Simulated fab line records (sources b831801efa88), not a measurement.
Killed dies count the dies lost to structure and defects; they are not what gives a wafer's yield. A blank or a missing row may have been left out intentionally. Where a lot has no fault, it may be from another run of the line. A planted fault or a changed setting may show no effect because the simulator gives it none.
Which tool was responsible? :: flow sky130 :: 33 wafers from 11 lots sampled at 5 of the route's 708 steps

== WHAT EACH GAUGE READ, for each wafer ==
The record lacks any reading of a measuring or inspecting step that a usual standard deviation could be used to judge.

== WHAT TOOL EACH LOT RAN ON (gives the tool, then ch and the chambers of the sampled wafers, and finally the start) ==
lot: L648
SKY_FIELD_ISO_ETCH_17: rieSi-02 ch 1,2, day 2 05:04
SKY_FIELD_ISO_CMP_27: cmp-01 ch 1,2,3, day 2 10:07
SKY_DNWELL_STRIP_08: plasmaAsher-01 ch 0,1, day 3 03:15
SKY_VT_ADJUST_HVTP_STRIP_10: plasmaAsher-03 ch 0,1, day 5 21:21
SKY_PAD_OPEN_PROBE_99: prober-02, day 46 11:54

lot: L650
SKY_FIELD_ISO_ETCH_17: rieSi-01 ch 1,2, day 2 15:57
SKY_FIELD_ISO_CMP_27: cmp-01 ch 1,2, day 2 21:44
SKY_DNWELL_STRIP_08: plasmaAsher-03 ch 0,1, day 3 16:30
SKY_VT_ADJUST_HVTP_STRIP_10: plasmaAsher-02 ch 0,1, day 6 12:53
SKY_PAD_OPEN_PROBE_99: prober-01, day 46 10:46

lot: L652
SKY_FIELD_ISO_ETCH_17: rieSi-01 ch 0,2, day 3 03:04
SKY_FIELD_ISO_CMP_27: cmp-01 ch 0,1,3, day 3 07:08
SKY_DNWELL_STRIP_08: plasmaAsher-03 ch 0,1, day 4 01:53
SKY_VT_ADJUST_HVTP_STRIP_10: plasmaAsher-03 ch 0,1, day 7 00:50
SKY_PAD_OPEN_PROBE_99: prober-01, day 47 06:14

lot: L655
SKY_FIELD_ISO_ETCH_17: rieSi-02 ch 1,2,3, day 3 19:24
SKY_FIELD_ISO_CMP_27: cmp-02 ch 0,1, day 4 09:07
SKY_DNWELL_STRIP_08: plasmaAsher-01 ch 0,1, day 5 09:17
SKY_VT_ADJUST_HVTP_STRIP_10: plasmaAsher-02 ch 0,1, day 8 14:00
SKY_PAD_OPEN_PROBE_99: prober-02, day 48 05:03

lot: L657
SKY_FIELD_ISO_ETCH_17: rieSi-01 ch 1,2, day 4 06:06
SKY_FIELD_ISO_CMP_27: cmp-02 ch 0,1, day 4 17:29
SKY_DNWELL_STRIP_08: plasmaAsher-01 ch 0,1, day 5 15:50
SKY_VT_ADJUST_HVTP_STRIP_10: plasmaAsher-01 ch 0,1, day 8 22:41
SKY_PAD_OPEN_PROBE_99: prober-02, day 48 15:58

lot: L659
SKY_FIELD_ISO_ETCH_17: rieSi-01 ch 0,1,2, day 4 18:39
SKY_FIELD_ISO_CMP_27: cmp-02 ch 0,3, day 5 03:02
SKY_DNWELL_STRIP_08: plasmaAsher-03 ch 1, day 5 23:55
SKY_VT_ADJUST_HVTP_STRIP_10: plasmaAsher-01 ch 0,1, day 9 06:32
SKY_PAD_OPEN_PROBE_99: prober-02, day 48 18:34

lot: L660
SKY_FIELD_ISO_ETCH_17: rieSi-01 ch 2,3, day 4 23:17
SKY_FIELD_ISO_CMP_27: cmp-01 ch 0,2, day 5 04:35
SKY_DNWELL_STRIP_08: plasmaAsher-04 ch 0,1, day 6 01:37
SKY_VT_ADJUST_HVTP_STRIP_10: plasmaAsher-02 ch 0,1, day 9 09:32
SKY_PAD_OPEN_PROBE_99: prober-01, day 49 01:34

lot: L663
SKY_FIELD_ISO_ETCH_17: rieSi-01 ch 0,3, day 5 18:51
SKY_FIELD_ISO_CMP_27: cmp-02 ch 0,3, day 5 23:30
SKY_DNWELL_STRIP_08: plasmaAsher-01 ch 0,1, day 6 21:11
SKY_VT_ADJUST_HVTP_STRIP_10: plasmaAsher-02 ch 0,1, day 10 10:01
SKY_PAD_OPEN_PROBE_99: prober-01, day 49 17:09

lot: L664
SKY_FIELD_ISO_ETCH_17: rieSi-02 ch 0,3, day 5 20:42
SKY_FIELD_ISO_CMP_27: cmp-01 ch 0,3, day 6 01:00
SKY_DNWELL_STRIP_08: plasmaAsher-03 ch 0,1, day 6 22:16
SKY_VT_ADJUST_HVTP_STRIP_10: plasmaAsher-03 ch 0,1, day 10 10:09
SKY_PAD_OPEN_PROBE_99: prober-02, day 50 00:29

lot: L668
SKY_FIELD_ISO_ETCH_17: rieSi-02 ch 0,2,3, day 6 12:38
SKY_FIELD_ISO_CMP_27: cmp-01 ch 1,2,3, day 6 19:40
SKY_DNWELL_STRIP_08: plasmaAsher-01 ch 0,1, day 7 18:44
SKY_VT_ADJUST_HVTP_STRIP_10: plasmaAsher-03 ch 0,1, day 11 09:05
SKY_PAD_OPEN_PROBE_99: prober-02, day 50 13:55

lot: L671
SKY_FIELD_ISO_ETCH_17: rieSi-02 ch 0,2,3, day 7 03:37
SKY_FIELD_ISO_CMP_27: cmp-02 ch 0,3, day 7 08:39
SKY_DNWELL_STRIP_08: plasmaAsher-01 ch 0,1, day 8 07:41
SKY_VT_ADJUST_HVTP_STRIP_10: plasmaAsher-02 ch 0, day 12 00:35
SKY_PAD_OPEN_PROBE_99: prober-01, day 50 21:34
- SKY_FIELD_ISO_ETCH_17: etches Si in HBr/Cl2/O2, target depth 342 nm, time 97.7 s.
- SKY_FIELD_ISO_CMP_27: polishes, stops on Si3N4, t overpolish 16 s, target thk 457.8 nm.
- SKY_DNWELL_STRIP_08: strips in O2/N2.
- SKY_VT_ADJUST_HVTP_STRIP_10: strips in O2/N2.
- SKY_PAD_OPEN_PROBE_99

== WHAT THE TOOLS THEMSELVES READ (means of the sampled wafers that have a number; where no wafer has one, the mark that the record gives instead) ==
SKY_FIELD_ISO_ETCH_17.
lot: L648
tool: rieSi-02
O2_flow_sccm (sccm): 5.989
drypumpMotorCurrentA (A): 5.37
oesProductAu (a.u.): 0.996
rfFwdPowerW (W): 595.9
throttleValvePct (%): 25.662

lot: L650
tool: rieSi-01
O2_flow_sccm (sccm): 6.017
drypumpMotorCurrentA (A): 5.61
oesProductAu (a.u.): 1.001
rfFwdPowerW (W): 597.2
throttleValvePct (%): 25.642

lot: L652
tool: rieSi-01
O2_flow_sccm (sccm): 5.987
drypumpMotorCurrentA (A): 5.41
oesProductAu (a.u.): 1.019
rfFwdPowerW (W): 598.2
throttleValvePct (%): 25.642

lot: L655
tool: rieSi-02
O2_flow_sccm (sccm): 5.993
drypumpMotorCurrentA (A): 5.36
oesProductAu (a.u.): 0.993
rfFwdPowerW (W): 596.1
throttleValvePct (%): 25.673

lot: L657
tool: rieSi-01
O2_flow_sccm (sccm): 6.000
drypumpMotorCurrentA (A): 5.62
oesProductAu (a.u.): 1.009
rfFwdPowerW (W): 597.0
throttleValvePct (%): 25.645

lot: L659
tool: rieSi-01
O2_flow_sccm (sccm): 6.008
drypumpMotorCurrentA (A): 5.52
oesProductAu (a.u.): 1.003
rfFwdPowerW (W): 596.0
throttleValvePct (%): 25.659

lot: L660
tool: rieSi-01
O2_flow_sccm (sccm): 5.989
drypumpMotorCurrentA (A): 5.72
oesProductAu (a.u.): 0.995
rfFwdPowerW (W): 593.8
throttleValvePct (%): 25.661

lot: L663
tool: rieSi-01
O2_flow_sccm (sccm): 5.989
drypumpMotorCurrentA (A): 5.59
oesProductAu (a.u.): 0.935
rfFwdPowerW (W): 597.2
throttleValvePct (%): 25.706

lot: L664
tool: rieSi-02
O2_flow_sccm (sccm): 6.004
drypumpMotorCurrentA (A): 5.32
oesProductAu (a.u.): 1.011
rfFwdPowerW (W): 596.1
throttleValvePct (%): 25.654

lot: L668
tool: rieSi-02
O2_flow_sccm (sccm): 5.991
drypumpMotorCurrentA (A): 5.49
oesProductAu (a.u.): 0.999
rfFwdPowerW (W): 597.2
throttleValvePct (%): 25.657

lot: L671
tool: rieSi-02
O2_flow_sccm (sccm): 6.002
drypumpMotorCurrentA (A): 5.48
oesProductAu (a.u.): 1.004
rfFwdPowerW (W): 595.7
throttleValvePct (%): 25.655

SKY_FIELD_ISO_CMP_27.
lot: L648
tool: cmp-01
motorCurrentA (A): 12.5
overpolishRunS (s): 16.006
slurryFlowMlMin: 150.0
timeToEndpointS (s): 107

lot: L650
tool: cmp-01
motorCurrentA (A): 11.8
overpolishRunS (s): 15.999
slurryFlowMlMin: 149.6
timeToEndpointS (s): 109

lot: L652
tool: cmp-01
motorCurrentA (A): 12.3
overpolishRunS (s): 15.999
slurryFlowMlMin: 149.7
timeToEndpointS (s): 107

lot: L655
tool: cmp-02
motorCurrentA (A): 10.5
overpolishRunS (s): 15.994
slurryFlowMlMin: 149.6
timeToEndpointS (s): 120

lot: L657
tool: cmp-02
motorCurrentA (A): 10.8
overpolishRunS (s): 16.013
slurryFlowMlMin: 149.8
timeToEndpointS (s): 120

lot: L659
tool: cmp-02
motorCurrentA (A): 11.1
overpolishRunS (s): 15.997
slurryFlowMlMin: 149.6
timeToEndpointS (s): 123

lot: L660
tool: cmp-01
motorCurrentA (A): 11.1
overpolishRunS (s): 15.991
slurryFlowMlMin: 149.9
timeToEndpointS (s): 100

lot: L663
tool: cmp-02
motorCurrentA (A): 11.7
overpolishRunS (s): 15.997
slurryFlowMlMin: 149.4
timeToEndpointS (s): 121

lot: L664
tool: cmp-01
motorCurrentA (A): 13.2
overpolishRunS (s): 16.002
slurryFlowMlMin: 149.8
timeToEndpointS (s): 108

lot: L668
tool: cmp-01
motorCurrentA (A): 12.4
overpolishRunS (s): 16.003
slurryFlowMlMin: 149.8
timeToEndpointS (s): 110

lot: L671
tool: cmp-02
motorCurrentA (A): 11.2
overpolishRunS (s): 16.011
slurryFlowMlMin: 150.3
timeToEndpointS (s): 118

SKY_DNWELL_STRIP_08.
lot: L648
tool: plasmaAsher-01
drypumpMotorCurrentA (A): 5.83
n2FlowSccm (sccm): 300.4
oesProductAu (a.u.): 0.724
stripTimeToEndpointS (s): 36.90

lot: L650
tool: plasmaAsher-03
drypumpMotorCurrentA (A): 5.91
n2FlowSccm (sccm): 300.4
oesProductAu (a.u.): 0.730
stripTimeToEndpointS (s): 36.87

lot: L652
tool: plasmaAsher-03
drypumpMotorCurrentA (A): 5.91
n2FlowSccm (sccm): 299.4
oesProductAu (a.u.): 0.721
stripTimeToEndpointS (s): 36.86

lot: L655
tool: plasmaAsher-01
drypumpMotorCurrentA (A): 5.78
n2FlowSccm (sccm): 300.5
oesProductAu (a.u.): 0.723
stripTimeToEndpointS (s): 37.03

lot: L657
tool: plasmaAsher-01
drypumpMotorCurrentA (A): 5.84
n2FlowSccm (sccm): 299.0
oesProductAu (a.u.): 0.720
stripTimeToEndpointS (s): 36.96

lot: L659
tool: plasmaAsher-03
drypumpMotorCurrentA (A): 5.62
n2FlowSccm (sccm): 299.0
oesProductAu (a.u.): 0.726
stripTimeToEndpointS (s): 36.92

lot: L660
tool: plasmaAsher-04
drypumpMotorCurrentA (A): 6.18
n2FlowSccm (sccm): 300.0
oesProductAu (a.u.): 0.720
stripTimeToEndpointS (s): 36.97

lot: L663
tool: plasmaAsher-01
drypumpMotorCurrentA (A): 5.78
n2FlowSccm (sccm): 300.1
oesProductAu (a.u.): 0.723
stripTimeToEndpointS (s): 36.97

lot: L664
tool: plasmaAsher-03
drypumpMotorCurrentA (A): 5.77
n2FlowSccm (sccm): 299.5
oesProductAu (a.u.): 0.722
stripTimeToEndpointS (s): 36.97

lot: L668
tool: plasmaAsher-01
drypumpMotorCurrentA (A): 5.77
n2FlowSccm (sccm): 300.1
oesProductAu (a.u.): 0.722
stripTimeToEndpointS (s): 36.80

lot: L671
tool: plasmaAsher-01
drypumpMotorCurrentA (A): 5.77
n2FlowSccm (sccm): 298.7
oesProductAu (a.u.): 0.720
stripTimeToEndpointS (s): 36.90

SKY_VT_ADJUST_HVTP_STRIP_10.
lot: L648
tool: plasmaAsher-03
drypumpMotorCurrentA (A): 5.77
n2FlowSccm (sccm): 299.1
oesProductAu (a.u.): 0.711
stripTimeToEndpointS (s): 14.18

lot: L650
tool: plasmaAsher-02
drypumpMotorCurrentA (A): 5.39
n2FlowSccm (sccm): 299.8
oesProductAu (a.u.): 0.715
stripTimeToEndpointS (s): 14.13

lot: L652
tool: plasmaAsher-03
drypumpMotorCurrentA (A): 5.75
n2FlowSccm (sccm): 299.7
oesProductAu (a.u.): 0.715
stripTimeToEndpointS (s): 14.18

lot: L655
tool: plasmaAsher-02
drypumpMotorCurrentA (A): 5.39
n2FlowSccm (sccm): 300.6
oesProductAu (a.u.): 0.712
stripTimeToEndpointS (s): 14.12

lot: L657
tool: plasmaAsher-01
drypumpMotorCurrentA (A): 5.84
n2FlowSccm (sccm): 300.6
oesProductAu (a.u.): 0.718
stripTimeToEndpointS (s): 14.15

lot: L659
tool: plasmaAsher-01
drypumpMotorCurrentA (A): 5.84
n2FlowSccm (sccm): 299.4
oesProductAu (a.u.): 0.718
stripTimeToEndpointS (s): 14.13

lot: L660
tool: plasmaAsher-02
drypumpMotorCurrentA (A): 5.44
n2FlowSccm (sccm): 300.2
oesProductAu (a.u.): 0.716
stripTimeToEndpointS (s): 14.19

lot: L663
tool: plasmaAsher-02
drypumpMotorCurrentA (A): 5.43
n2FlowSccm (sccm): 299.7
oesProductAu (a.u.): 0.715
stripTimeToEndpointS (s): 14.16

lot: L664
tool: plasmaAsher-03
drypumpMotorCurrentA (A): 5.91
n2FlowSccm (sccm): 300.3
oesProductAu (a.u.): 0.718
stripTimeToEndpointS (s): 14.16

lot: L668
tool: plasmaAsher-03
drypumpMotorCurrentA (A): 5.91
n2FlowSccm (sccm): 299.5
oesProductAu (a.u.): 0.715
stripTimeToEndpointS (s): 14.19

lot: L671
tool: plasmaAsher-02
drypumpMotorCurrentA (A): 5.35
n2FlowSccm (sccm): 299.7
oesProductAu (a.u.): 0.721
stripTimeToEndpointS (s): 14.17

SKY_PAD_OPEN_PROBE_99.
lot: L648
tool: prober-02
killed_at_M0_to_M3: 47
killed_at_M4_up: 2.3
killedAtContacts: 26
killedAtFrontEnd: 12
killedAtOther: 0.7
killedDies: 88
killedOpen: 48
killedShort: 40

lot: L650
tool: prober-01
killed_at_M0_to_M3: 38
killed_at_M4_up: 7.0
killedAtContacts: 29
killedAtFrontEnd: 11
killedAtOther: 0.0
killedDies: 85
killedOpen: 47
killedShort: 39

lot: L652
tool: prober-01
killed_at_M0_to_M3: 53
killed_at_M4_up: 2.3
killedAtContacts: 27
killedAtFrontEnd: 14
killedAtOther: 0.7
killedDies: 97
killedOpen: 56
killedShort: 42

lot: L655
tool: prober-02
killed_at_M0_to_M3: 37
killed_at_M4_up: 2.7
killedAtContacts: 23
killedAtFrontEnd: 10
killedAtOther: 0.0
killedDies: 74
killedOpen: 37
killedShort: 37

lot: L657
tool: prober-02
killed_at_M0_to_M3: 54
killed_at_M4_up: 3.0
killedAtContacts: 19
killedAtFrontEnd: 16
killedAtOther: 0.3
killedDies: 93
killedOpen: 53
killedShort: 41

lot: L659
tool: prober-02
killed_at_M0_to_M3: 45
killed_at_M4_up: 0.7
killedAtContacts: 26
killedAtFrontEnd: 14
killedAtOther: 0.0
killedDies: 86
killedOpen: 50
killedShort: 36

lot: L660
tool: prober-01
killed_at_M0_to_M3: 42
killed_at_M4_up: 2.7
killedAtContacts: 27
killedAtFrontEnd: 22
killedAtOther: 0.7
killedDies: 95
killedOpen: 55
killedShort: 40

lot: L663
tool: prober-01
killed_at_M0_to_M3: 48
killed_at_M4_up: 2.0
killedAtContacts: 20
killedAtFrontEnd: 19
killedAtOther: 0.0
killedDies: 90
killedOpen: 50
killedShort: 39

lot: L664
tool: prober-02
killed_at_M0_to_M3: 37
killed_at_M4_up: 3.3
killedAtContacts: 25
killedAtFrontEnd: 13
killedAtOther: 0.7
killedDies: 79
killedOpen: 43
killedShort: 36

lot: L668
tool: prober-02
killed_at_M0_to_M3: 36
killed_at_M4_up: 3.3
killedAtContacts: 24
killedAtFrontEnd: 13
killedAtOther: 0.7
killedDies: 78
killedOpen: 42
killedShort: 34

lot: L671
tool: prober-01
killed_at_M0_to_M3: 43
killed_at_M4_up: 5.0
killedAtContacts: 24
killedAtFrontEnd: 17
killedAtOther: 0.0
killedDies: 88
killedOpen: 44
killedShort: 45

== THE ANSWER, worked out from the rows above alone ==
Rule: what is usual is taken from the lots themselves. Put in order of their means at a reading, lots are off if they are a third of the lots or fewer, leave a main group of 4 or more, and stand apart from it by a gap of 3 or more times the standard deviation of the main group's means; of several such gaps the widest counts. Not used: any main group whose means are identical at the precision the tables above print for the reading. Also off: a lot with no number at a reading for which 4 or more lots have one. Any other lot the step has rows for is counted as sound. After the gauges, taken in route order, come the tools' own readings; for these a lot's mean is taken, as printed above. The first step at which some lot is off is used, and at that step the reading that is off furthest; a lot without a number counts as furthest.
Off: L663, at SKY_FIELD_ISO_ETCH_17 (oesProductAu). For the main group the mean is 1.003 a.u. and the standard deviation 0.0077.
A tool fits if, at that step or a process step before it, it ran every lot that is off, and no sound lot after the first of them. One candidate fits, namely rieSi-01 at SKY_FIELD_ISO_ETCH_17. Its last sound lot is L660 (day 4 23:17), its first lot that is off L663 (day 5 18:51): a fault that began between those two fits.
The tool's own readings at SKY_FIELD_ISO_ETCH_17 bear it out: on the lots that are off they differ by more than 5 times the standard deviation of the sound lots' means. oesProductAu reads 0.935 a.u. there against 1.003 a.u. on the sound lots; throttleValvePct reads 25.706 % there against 25.655 % on the sound lots.

== WHAT WAS PUT IN BY THE SIMULATOR ==
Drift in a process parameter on rieSi-01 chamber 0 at SKY_FIELD_ISO_ETCH_17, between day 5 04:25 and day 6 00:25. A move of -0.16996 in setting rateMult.
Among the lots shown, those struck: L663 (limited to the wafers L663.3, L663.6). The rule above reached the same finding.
